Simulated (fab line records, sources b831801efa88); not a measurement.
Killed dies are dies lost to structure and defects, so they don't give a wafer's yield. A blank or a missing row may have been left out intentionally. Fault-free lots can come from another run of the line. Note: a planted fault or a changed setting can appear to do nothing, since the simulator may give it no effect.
fab line records :: flow sfq_line
record:
  lots: 14
  wafers: 42
  last_day: 92
route steps=325 shown R5@223 I7@298 M8@317
lots that met no fault: from a run of the same line without faults
start_h: hours from the record's opening day to when the first of the lot's shown wafers began :: wait_h: how many hours have passed since the lot's step before this one :: " unchanged from the row above :: L1.1+2: one row covering several wafers at once :: - no value present, or no start provided :: * or withheld: withheld :: < > ~ a bound
route shown NAME@n: NAME is a module with steps in the file, n the number in the route of the first one :: usual: mean/standard deviation of fault-free wafers :: same: alike in all rows :: chamber/n: place in a boat :: sites: readings site by site :: _std_site: standard deviation across them :: _edge_site: inner sites' mean taken away from outer sites' mean :: radius_mm: for every site, how far away it sits from the centre of the wafer :: mask NAME#n: copy n :: behind: the last tool/chamber to shape the wafer :: hold: cause of the lot's hold/its duration in hours/its outcome :: device: the n, p or np transistor that did not switch :: end of line: at the end of the route, the tests of the same wafers :: a step given without rows: its recipe and nothing more :: killed: the dies lost at the first sort to structure and to defects; this is not the yield of the wafer :: map: dies across one wafer; x = killed, . = not, _ = none there
set.NAME: the setting that was run; set.NAME@STEP: the one run at that earlier step :: model.NAME: the simulator's own value behind a step, which no gauge read
the route's steps for a sample of lots (tables are steps, rows are wafers)
== steps ==
step: SFQ_R5_OVL_MEAS_935
usual:
  R5_OVL: -1/4.9
lot.wafer: L137.1
tool: overlay-01
chamber: -
start_h: 1423.47
wait_h: 0.1
R5_OVL[nm]: -3

lot.wafer: L137.3
tool: overlay-01
chamber: -
start_h: 1423.47
wait_h: 0.1
R5_OVL[nm]: -5

lot.wafer: L137.4
tool: overlay-01
chamber: -
start_h: 1423.47
wait_h: 0.1
R5_OVL[nm]: -3

lot.wafer: L138.1
tool: overlay-01
chamber: -
start_h: 1514.80
wait_h: 0.1
R5_OVL[nm]: -2

lot.wafer: L138.4
tool: overlay-01
chamber: -
start_h: 1514.80
wait_h: 0.1
R5_OVL[nm]: 4

lot.wafer: L138.5
tool: overlay-01
chamber: -
start_h: 1514.80
wait_h: 0.1
R5_OVL[nm]: 3

lot.wafer: L139.1
tool: overlay-01
chamber: -
start_h: 1516.12
wait_h: 0.1
R5_OVL[nm]: -3

lot.wafer: L139.5
tool: overlay-01
chamber: -
start_h: 1516.12
wait_h: 0.1
R5_OVL[nm]: 1

lot.wafer: L139.6
tool: overlay-01
chamber: -
start_h: 1516.12
wait_h: 0.1
R5_OVL[nm]: 0

lot.wafer: L140.1
tool: overlay-01
chamber: -
start_h: 1517.35
wait_h: 0.1
R5_OVL[nm]: 3

lot.wafer: L140.2
tool: overlay-01
chamber: -
start_h: 1517.35
wait_h: 0.1
R5_OVL[nm]: 6

lot.wafer: L140.4
tool: overlay-01
chamber: -
start_h: 1517.35
wait_h: 0.1
R5_OVL[nm]: 1

lot.wafer: L141.3
tool: overlay-01
chamber: -
start_h: 1518.53
wait_h: 0.1
R5_OVL[nm]: -4

lot.wafer: L141.4
tool: overlay-01
chamber: -
start_h: 1518.53
wait_h: 0.1
R5_OVL[nm]: -10

lot.wafer: L141.6
tool: overlay-01
chamber: -
start_h: 1518.53
wait_h: 0.1
R5_OVL[nm]: -4

lot.wafer: L142.1
tool: overlay-01
chamber: -
start_h: 1519.72
wait_h: 0.1
R5_OVL[nm]: -1

lot.wafer: L142.2
tool: overlay-01
chamber: -
start_h: 1519.72
wait_h: 0.1
R5_OVL[nm]: 3

lot.wafer: L142.4
tool: overlay-01
chamber: -
start_h: 1519.72
wait_h: 0.1
R5_OVL[nm]: 5

lot.wafer: L143.1
tool: overlay-02
chamber: -
start_h: 1530.32
wait_h: 0.1
R5_OVL[nm]: -12

lot.wafer: L143.2
tool: overlay-02
chamber: -
start_h: 1530.32
wait_h: 0.1
R5_OVL[nm]: -12

lot.wafer: L143.5
tool: overlay-02
chamber: -
start_h: 1530.32
wait_h: 0.1
R5_OVL[nm]: -11

lot.wafer: L144.1
tool: overlay-01
chamber: -
start_h: 1539.27
wait_h: 0.1
R5_OVL[nm]: 2

lot.wafer: L144.3
tool: overlay-01
chamber: -
start_h: 1539.27
wait_h: 0.1
R5_OVL[nm]: 1

lot.wafer: L144.6
tool: overlay-01
chamber: -
start_h: 1539.27
wait_h: 0.1
R5_OVL[nm]: 1

lot.wafer: L145.2
tool: overlay-02
chamber: -
start_h: 1568.11
wait_h: 0.1
R5_OVL[nm]: 5

lot.wafer: L145.3
tool: overlay-02
chamber: -
start_h: 1568.11
wait_h: 0.1
R5_OVL[nm]: 1

lot.wafer: L145.4
tool: overlay-02
chamber: -
start_h: 1568.11
wait_h: 0.1
R5_OVL[nm]: 4

lot.wafer: L146.2
tool: overlay-01
chamber: -
start_h: 1571.69
wait_h: 0.1
R5_OVL[nm]: 4

lot.wafer: L146.5
tool: overlay-01
chamber: -
start_h: 1571.69
wait_h: 0.1
R5_OVL[nm]: 0

lot.wafer: L146.6
tool: overlay-01
chamber: -
start_h: 1571.69
wait_h: 0.1
R5_OVL[nm]: 2

lot.wafer: L147.2
tool: overlay-02
chamber: -
start_h: 1633.91
wait_h: 0.1
R5_OVL[nm]: -1

lot.wafer: L147.4
tool: overlay-02
chamber: -
start_h: 1633.91
wait_h: 0.1
R5_OVL[nm]: -5

lot.wafer: L147.5
tool: overlay-02
chamber: -
start_h: 1633.91
wait_h: 0.1
R5_OVL[nm]: -11

lot.wafer: L158.2
tool: overlay-02
chamber: -
start_h: 1878.68
wait_h: 0.1
R5_OVL[nm]: -4

lot.wafer: L158.4
tool: overlay-02
chamber: -
start_h: 1878.68
wait_h: 0.1
R5_OVL[nm]: -4

lot.wafer: L158.6
tool: overlay-02
chamber: -
start_h: 1878.68
wait_h: 0.1
R5_OVL[nm]: 2

lot.wafer: L159.1
tool: overlay-01
chamber: -
start_h: 1888.40
wait_h: 0.1
R5_OVL[nm]: -10

lot.wafer: L159.5
tool: overlay-01
chamber: -
start_h: 1888.40
wait_h: 0.1
R5_OVL[nm]: -3

lot.wafer: L159.6
tool: overlay-01
chamber: -
start_h: 1888.40
wait_h: 0.1
R5_OVL[nm]: -2

lot.wafer: L160.1
tool: overlay-01
chamber: -
start_h: 1890.80
wait_h: 0.1
R5_OVL[nm]: -4

lot.wafer: L160.5
tool: overlay-01
chamber: -
start_h: 1890.80
wait_h: 0.1
R5_OVL[nm]: -2

lot.wafer: L160.6
tool: overlay-01
chamber: -
start_h: 1890.80
wait_h: 0.1
R5_OVL[nm]: 0
step: SFQ_I7_BOW_MEAS_946
recipe:
  mode: bow
usual:
  I7_BOW: 8/11
lot.wafer: L137.1
tool: film_metro-04
chamber: -
start_h: 1702.56
wait_h: 1.5
I7_BOW[um]: -2

lot.wafer: L137.3
tool: film_metro-04
chamber: -
start_h: 1702.56
wait_h: 1.5
I7_BOW[um]: -6

lot.wafer: L137.4
tool: film_metro-04
chamber: -
start_h: 1702.56
wait_h: 1.5
I7_BOW[um]: 5

lot.wafer: L138.1
tool: film_metro-02
chamber: -
start_h: 1709.15
wait_h: 1.0
I7_BOW[um]: -1

lot.wafer: L138.4
tool: film_metro-02
chamber: -
start_h: 1709.15
wait_h: 1.0
I7_BOW[um]: -2

lot.wafer: L138.5
tool: film_metro-02
chamber: -
start_h: 1709.15
wait_h: 1.0
I7_BOW[um]: -2

lot.wafer: L139.1
tool: film_metro-04
chamber: -
start_h: 1731.75
wait_h: 2.0
I7_BOW[um]: 0

lot.wafer: L139.5
tool: film_metro-04
chamber: -
start_h: 1731.75
wait_h: 2.0
I7_BOW[um]: -15

lot.wafer: L139.6
tool: film_metro-04
chamber: -
start_h: 1731.75
wait_h: 2.0
I7_BOW[um]: -7

lot.wafer: L140.1
tool: film_metro-02
chamber: -
start_h: 1732.95
wait_h: 1.5
I7_BOW[um]: -4

lot.wafer: L140.2
tool: film_metro-02
chamber: -
start_h: 1732.95
wait_h: 1.5
I7_BOW[um]: 15

lot.wafer: L140.4
tool: film_metro-02
chamber: -
start_h: 1732.95
wait_h: 1.5
I7_BOW[um]: 15

lot.wafer: L141.3
tool: film_metro-03
chamber: -
start_h: 1734.79
wait_h: 2.0
I7_BOW[um]: 24

lot.wafer: L141.4
tool: film_metro-03
chamber: -
start_h: 1734.79
wait_h: 2.0
I7_BOW[um]: 12

lot.wafer: L141.6
tool: film_metro-03
chamber: -
start_h: 1734.79
wait_h: 2.0
I7_BOW[um]: 24

lot.wafer: L142.1
tool: film_metro-04
chamber: -
start_h: 1735.95
wait_h: 1.0
I7_BOW[um]: 17

lot.wafer: L142.2
tool: film_metro-04
chamber: -
start_h: 1735.95
wait_h: 1.0
I7_BOW[um]: 5

lot.wafer: L142.4
tool: film_metro-04
chamber: -
start_h: 1735.95
wait_h: 1.0
I7_BOW[um]: 13

lot.wafer: L143.1
tool: film_metro-04
chamber: -
start_h: 1803.71
wait_h: 1.5
I7_BOW[um]: 6

lot.wafer: L143.2
tool: film_metro-04
chamber: -
start_h: 1803.71
wait_h: 1.5
I7_BOW[um]: 12

lot.wafer: L143.5
tool: film_metro-04
chamber: -
start_h: 1803.71
wait_h: 1.5
I7_BOW[um]: -5

lot.wafer: L145.2
tool: film_metro-04
chamber: -
start_h: 1806.73
wait_h: 1.5
I7_BOW[um]: 9

lot.wafer: L145.3
tool: film_metro-04
chamber: -
start_h: 1806.73
wait_h: 1.5
I7_BOW[um]: 18

lot.wafer: L145.4
tool: film_metro-04
chamber: -
start_h: 1806.73
wait_h: 1.5
I7_BOW[um]: 12

lot.wafer: L144.1
tool: film_metro-03
chamber: -
start_h: 1811.05
wait_h: 1.5
I7_BOW[um]: -3

lot.wafer: L144.3
tool: film_metro-03
chamber: -
start_h: 1811.05
wait_h: 1.5
I7_BOW[um]: 0

lot.wafer: L144.6
tool: film_metro-03
chamber: -
start_h: 1811.05
wait_h: 1.5
I7_BOW[um]: 0

lot.wafer: L146.2
tool: film_metro-02
chamber: -
start_h: 1814.07
wait_h: 2.5
I7_BOW[um]: 14

lot.wafer: L146.5
tool: film_metro-02
chamber: -
start_h: 1814.07
wait_h: 2.5
I7_BOW[um]: 18

lot.wafer: L146.6
tool: film_metro-02
chamber: -
start_h: 1814.07
wait_h: 2.5
I7_BOW[um]: 21

lot.wafer: L147.2
tool: film_metro-04
chamber: -
start_h: 1935.32
wait_h: 2.0
I7_BOW[um]: -11

lot.wafer: L147.4
tool: film_metro-04
chamber: -
start_h: 1935.32
wait_h: 2.0
I7_BOW[um]: -5

lot.wafer: L147.5
tool: film_metro-04
chamber: -
start_h: 1935.32
wait_h: 2.0
I7_BOW[um]: 2

lot.wafer: L158.2
tool: film_metro-02
chamber: -
start_h: 2124.27
wait_h: 2.5
I7_BOW[um]: -2

lot.wafer: L158.4
tool: film_metro-02
chamber: -
start_h: 2124.27
wait_h: 2.5
I7_BOW[um]: 10

lot.wafer: L158.6
tool: film_metro-02
chamber: -
start_h: 2124.27
wait_h: 2.5
I7_BOW[um]: 9

lot.wafer: L159.1
tool: film_metro-03
chamber: -
start_h: 2130.25
wait_h: 2.5
I7_BOW[um]: 28

lot.wafer: L159.5
tool: film_metro-03
chamber: -
start_h: 2130.25
wait_h: 2.5
I7_BOW[um]: 21

lot.wafer: L159.6
tool: film_metro-03
chamber: -
start_h: 2130.25
wait_h: 2.5
I7_BOW[um]: 15

lot.wafer: L160.1
tool: film_metro-04
chamber: -
start_h: 2145.40
wait_h: 1.5
I7_BOW[um]: 15

lot.wafer: L160.5
tool: film_metro-04
chamber: -
start_h: 2145.40
wait_h: 1.5
I7_BOW[um]: 6

lot.wafer: L160.6
tool: film_metro-04
chamber: -
start_h: 2145.40
wait_h: 1.5
I7_BOW[um]: 4
step: SFQ_TRILAYER_M8_LITHO_DEVELOP_195
recipe:
  img_clear_s: 15
  time_s: 55
  resist: KrF
usual:
  chill_plate_temp_C: 23.00/0.11
  exhaust_pa: 45.0/0.78
lot.wafer: L137.1
tool: litho_track-02
chamber: 0
start_h: 1814.59
wait_h: 0.1
chill_plate_temp_C: 23.10
exhaust_pa: 44.4

lot.wafer: L137.3
tool: litho_track-02
chamber: 0
start_h: 1814.59
wait_h: 0.1
chill_plate_temp_C: 23.07
exhaust_pa: 45.9

lot.wafer: L137.4
tool: litho_track-02
chamber: 0
start_h: 1814.59
wait_h: 0.1
chill_plate_temp_C: 23.05
exhaust_pa: 44.5

lot.wafer: L138.1
tool: litho_track-03
chamber: 0
start_h: 1820.59
wait_h: 0.1
chill_plate_temp_C: 22.89
exhaust_pa: 46.0

lot.wafer: L138.4
tool: litho_track-03
chamber: 0
start_h: 1820.59
wait_h: 0.1
chill_plate_temp_C: 22.87
exhaust_pa: 44.0

lot.wafer: L138.5
tool: litho_track-03
chamber: 0
start_h: 1820.59
wait_h: 0.1
chill_plate_temp_C: 23.08
exhaust_pa: 44.2

lot.wafer: L139.1
tool: litho_track-01
chamber: 0
start_h: 1843.52
wait_h: 0.1
chill_plate_temp_C: 22.93
exhaust_pa: 44.2

lot.wafer: L139.5
tool: litho_track-01
chamber: 0
start_h: 1843.52
wait_h: 0.1
chill_plate_temp_C: 22.77
exhaust_pa: 45.1

lot.wafer: L139.6
tool: litho_track-01
chamber: 0
start_h: 1843.52
wait_h: 0.1
chill_plate_temp_C: 22.95
exhaust_pa: 44.7

lot.wafer: L140.1
tool: litho_track-03
chamber: 0
start_h: 1856.29
wait_h: 0.1
chill_plate_temp_C: 22.78
exhaust_pa: 44.8

lot.wafer: L140.2
tool: litho_track-03
chamber: 0
start_h: 1856.29
wait_h: 0.1
chill_plate_temp_C: 22.85
exhaust_pa: 46.3

lot.wafer: L140.4
tool: litho_track-03
chamber: 0
start_h: 1856.29
wait_h: 0.1
chill_plate_temp_C: 22.94
exhaust_pa: 45.0

lot.wafer: L141.3
tool: litho_track-01
chamber: 0
start_h: 1858.74
wait_h: 0.1
chill_plate_temp_C: 23.19
exhaust_pa: 44.9

lot.wafer: L141.4
tool: litho_track-01
chamber: 0
start_h: 1858.74
wait_h: 0.1
chill_plate_temp_C: 23.03
exhaust_pa: 44.3

lot.wafer: L141.6
tool: litho_track-01
chamber: 0
start_h: 1858.74
wait_h: 0.1
chill_plate_temp_C: 23.08
exhaust_pa: 45.5

lot.wafer: L142.1
tool: litho_track-01
chamber: 0
start_h: 1859.89
wait_h: 0.1
chill_plate_temp_C: 22.93
exhaust_pa: 45.8

lot.wafer: L142.2
tool: litho_track-01
chamber: 0
start_h: 1859.89
wait_h: 0.1
chill_plate_temp_C: 22.74
exhaust_pa: 45.4

lot.wafer: L142.4
tool: litho_track-01
chamber: 0
start_h: 1859.89
wait_h: 0.1
chill_plate_temp_C: 22.98
exhaust_pa: 44.9

lot.wafer: L143.1
tool: litho_track-01
chamber: 0
start_h: 1901.62
wait_h: 0.1
chill_plate_temp_C: 22.95
exhaust_pa: 45.9

lot.wafer: L143.2
tool: litho_track-01
chamber: 0
start_h: 1901.62
wait_h: 0.1
chill_plate_temp_C: 22.79
exhaust_pa: 45.7

lot.wafer: L143.5
tool: litho_track-01
chamber: 0
start_h: 1901.62
wait_h: 0.1
chill_plate_temp_C: 22.97
exhaust_pa: 46.2

lot.wafer: L145.2
tool: litho_track-03
chamber: 0
start_h: 1916.68
wait_h: 0.1
chill_plate_temp_C: 22.87
exhaust_pa: 45.0

lot.wafer: L145.3
tool: litho_track-03
chamber: 0
start_h: 1916.68
wait_h: 0.1
chill_plate_temp_C: 22.87
exhaust_pa: 45.3

lot.wafer: L145.4
tool: litho_track-03
chamber: 0
start_h: 1916.68
wait_h: 0.1
chill_plate_temp_C: 23.00
exhaust_pa: 44.9

lot.wafer: L144.1
tool: litho_track-03
chamber: 0
start_h: 1917.86
wait_h: 0.1
chill_plate_temp_C: 22.92
exhaust_pa: 46.1

lot.wafer: L144.3
tool: litho_track-03
chamber: 0
start_h: 1917.86
wait_h: 0.1
chill_plate_temp_C: 22.90
exhaust_pa: 46.4

lot.wafer: L144.6
tool: litho_track-03
chamber: 0
start_h: 1917.86
wait_h: 0.1
chill_plate_temp_C: 22.65
exhaust_pa: 45.9

lot.wafer: L146.2
tool: litho_track-03
chamber: 0
start_h: 1919.08
wait_h: 0.1
chill_plate_temp_C: 23.13
exhaust_pa: 45.1

lot.wafer: L146.5
tool: litho_track-03
chamber: 0
start_h: 1919.08
wait_h: 0.1
chill_plate_temp_C: 22.90
exhaust_pa: 44.1

lot.wafer: L146.6
tool: litho_track-03
chamber: 0
start_h: 1919.08
wait_h: 0.1
chill_plate_temp_C: 22.92
exhaust_pa: 45.0

lot.wafer: L147.2
tool: litho_track-03
chamber: 0
start_h: 1971.90
wait_h: 0.1
chill_plate_temp_C: 23.06
exhaust_pa: 44.8

lot.wafer: L147.4
tool: litho_track-03
chamber: 0
start_h: 1971.90
wait_h: 0.1
chill_plate_temp_C: 22.94
exhaust_pa: 43.8

lot.wafer: L147.5
tool: litho_track-03
chamber: 0
start_h: 1971.90
wait_h: 0.1
chill_plate_temp_C: 23.05
exhaust_pa: 43.4

lot.wafer: L158.2
tool: litho_track-02
chamber: -
start_h: 2132.70
wait_h: 0.1
chill_plate_temp_C: -
exhaust_pa: -

lot.wafer: L158.4
tool: litho_track-02
chamber: -
start_h: 2132.70
wait_h: 0.1
chill_plate_temp_C: -
exhaust_pa: -

lot.wafer: L158.6
tool: litho_track-02
chamber: -
start_h: 2132.70
wait_h: 0.1
chill_plate_temp_C: -
exhaust_pa: -

lot.wafer: L159.1
tool: litho_track-01
chamber: -
start_h: 2137.64
wait_h: 0.1
chill_plate_temp_C: -
exhaust_pa: -

lot.wafer: L159.5
tool: litho_track-01
chamber: -
start_h: 2137.64
wait_h: 0.1
chill_plate_temp_C: -
exhaust_pa: -

lot.wafer: L159.6
tool: litho_track-01
chamber: -
start_h: 2137.64
wait_h: 0.1
chill_plate_temp_C: -
exhaust_pa: -

lot.wafer: L160.1
tool: litho_track-02
chamber: 0
start_h: 2218.06
wait_h: 0.1
chill_plate_temp_C: 23.16
exhaust_pa: 45.6

lot.wafer: L160.5
tool: litho_track-02
chamber: 0
start_h: 2218.06
wait_h: 0.1
chill_plate_temp_C: 23.08
exhaust_pa: 45.1

lot.wafer: L160.6
tool: litho_track-02
chamber: 0
start_h: 2218.06
wait_h: 0.1
chill_plate_temp_C: 23.12
exhaust_pa: 45.1
step: SFQ_M8_BOW_MEAS_951
recipe:
  mode: bow
usual:
  M8_BOW: 9/11
lot.wafer: L137.1
tool: film_metro-01
chamber: -
start_h: 1815.87
wait_h: 0.0
M8_BOW[um]: -2

lot.wafer: L137.3
tool: film_metro-01
chamber: -
start_h: 1815.87
wait_h: 0.0
M8_BOW[um]: -4

lot.wafer: L137.4
tool: film_metro-01
chamber: -
start_h: 1815.87
wait_h: 0.0
M8_BOW[um]: 5

lot.wafer: L138.1
tool: film_metro-01
chamber: -
start_h: 1821.87
wait_h: 0.0
M8_BOW[um]: 1

lot.wafer: L138.4
tool: film_metro-01
chamber: -
start_h: 1821.87
wait_h: 0.0
M8_BOW[um]: 1

lot.wafer: L138.5
tool: film_metro-01
chamber: -
start_h: 1821.87
wait_h: 0.0
M8_BOW[um]: 1

lot.wafer: L139.1
tool: film_metro-04
chamber: -
start_h: 1844.79
wait_h: 0.0
M8_BOW[um]: 1

lot.wafer: L139.5
tool: film_metro-04
chamber: -
start_h: 1844.79
wait_h: 0.0
M8_BOW[um]: -12

lot.wafer: L139.6
tool: film_metro-04
chamber: -
start_h: 1844.79
wait_h: 0.0
M8_BOW[um]: -6

lot.wafer: L140.1
tool: film_metro-01
chamber: -
start_h: 1857.59
wait_h: 0.0
M8_BOW[um]: -2

lot.wafer: L140.2
tool: film_metro-01
chamber: -
start_h: 1857.59
wait_h: 0.0
M8_BOW[um]: 17

lot.wafer: L140.4
tool: film_metro-01
chamber: -
start_h: 1857.59
wait_h: 0.0
M8_BOW[um]: 16

lot.wafer: L141.3
tool: film_metro-04
chamber: -
start_h: 1860.01
wait_h: 0.0
M8_BOW[um]: 26

lot.wafer: L141.4
tool: film_metro-04
chamber: -
start_h: 1860.01
wait_h: 0.0
M8_BOW[um]: 13

lot.wafer: L141.6
tool: film_metro-04
chamber: -
start_h: 1860.01
wait_h: 0.0
M8_BOW[um]: 26

lot.wafer: L142.1
tool: film_metro-03
chamber: -
start_h: 1861.19
wait_h: 0.0
M8_BOW[um]: 19

lot.wafer: L142.2
tool: film_metro-03
chamber: -
start_h: 1861.19
wait_h: 0.0
M8_BOW[um]: 6

lot.wafer: L142.4
tool: film_metro-03
chamber: -
start_h: 1861.19
wait_h: 0.0
M8_BOW[um]: 15

lot.wafer: L143.1
tool: film_metro-03
chamber: -
start_h: 1902.90
wait_h: 0.0
M8_BOW[um]: 6

lot.wafer: L143.2
tool: film_metro-03
chamber: -
start_h: 1902.90
wait_h: 0.0
M8_BOW[um]: 11

lot.wafer: L143.5
tool: film_metro-03
chamber: -
start_h: 1902.90
wait_h: 0.0
M8_BOW[um]: -3

lot.wafer: L145.2
tool: film_metro-01
chamber: -
start_h: 1917.95
wait_h: 0.0
M8_BOW[um]: 10

lot.wafer: L145.3
tool: film_metro-01
chamber: -
start_h: 1917.95
wait_h: 0.0
M8_BOW[um]: 19

lot.wafer: L145.4
tool: film_metro-01
chamber: -
start_h: 1917.95
wait_h: 0.0
M8_BOW[um]: 13

lot.wafer: L144.1
tool: film_metro-03
chamber: -
start_h: 1919.13
wait_h: 0.0
M8_BOW[um]: -3

lot.wafer: L144.3
tool: film_metro-03
chamber: -
start_h: 1919.13
wait_h: 0.0
M8_BOW[um]: 2

lot.wafer: L144.6
tool: film_metro-03
chamber: -
start_h: 1919.13
wait_h: 0.0
M8_BOW[um]: -1

lot.wafer: L146.2
tool: film_metro-03
chamber: -
start_h: 1920.35
wait_h: 0.0
M8_BOW[um]: 15

lot.wafer: L146.5
tool: film_metro-03
chamber: -
start_h: 1920.35
wait_h: 0.0
M8_BOW[um]: 18

lot.wafer: L146.6
tool: film_metro-03
chamber: -
start_h: 1920.35
wait_h: 0.0
M8_BOW[um]: 21

lot.wafer: L147.2
tool: film_metro-04
chamber: -
start_h: 1973.17
wait_h: 0.0
M8_BOW[um]: -9

lot.wafer: L147.4
tool: film_metro-04
chamber: -
start_h: 1973.17
wait_h: 0.0
M8_BOW[um]: -3

lot.wafer: L147.5
tool: film_metro-04
chamber: -
start_h: 1973.17
wait_h: 0.0
M8_BOW[um]: 2

lot.wafer: L158.2
tool: film_metro-04
chamber: -
start_h: 2133.97
wait_h: 0.0
M8_BOW[um]: 0

lot.wafer: L158.4
tool: film_metro-04
chamber: -
start_h: 2133.97
wait_h: 0.0
M8_BOW[um]: 11

lot.wafer: L158.6
tool: film_metro-04
chamber: -
start_h: 2133.97
wait_h: 0.0
M8_BOW[um]: 10

lot.wafer: L159.1
tool: film_metro-04
chamber: -
start_h: 2138.91
wait_h: 0.0
M8_BOW[um]: 29

lot.wafer: L159.5
tool: film_metro-04
chamber: -
start_h: 2138.91
wait_h: 0.0
M8_BOW[um]: 21

lot.wafer: L159.6
tool: film_metro-04
chamber: -
start_h: 2138.91
wait_h: 0.0
M8_BOW[um]: 16

lot.wafer: L160.1
tool: film_metro-03
chamber: -
start_h: 2219.34
wait_h: 0.0
M8_BOW[um]: 15

lot.wafer: L160.5
tool: film_metro-03
chamber: -
start_h: 2219.34
wait_h: 0.0
M8_BOW[um]: 7

lot.wafer: L160.6
tool: film_metro-03
chamber: -
start_h: 2219.34
wait_h: 0.0
M8_BOW[um]: 4
== key ==
first_sign:
  step: SFQ_TRILAYER_M8_LITHO_DEVELOP_195
  reading: tool_record
  direction: missing
effect none on later readings
met_at SFQ_TRILAYER_M8_LITHO_DEVELOP_195
struck_lots L158,L159
not_acting_at SFQ_R5_OVL_MEAS_935,SFQ_I7_BOW_MEAS_946,SFQ_M8_BOW_MEAS_951
onset_between 1901.62 2132.70
fault:
  kind: skipped_step_whole
  tool: litho_track-01,litho_track-02
  chamber: -
  onset_h: 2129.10
  steps: SFQ_TRILAYER_M8_LITHO_DEVELOP_195
  scope: struck_lots_only
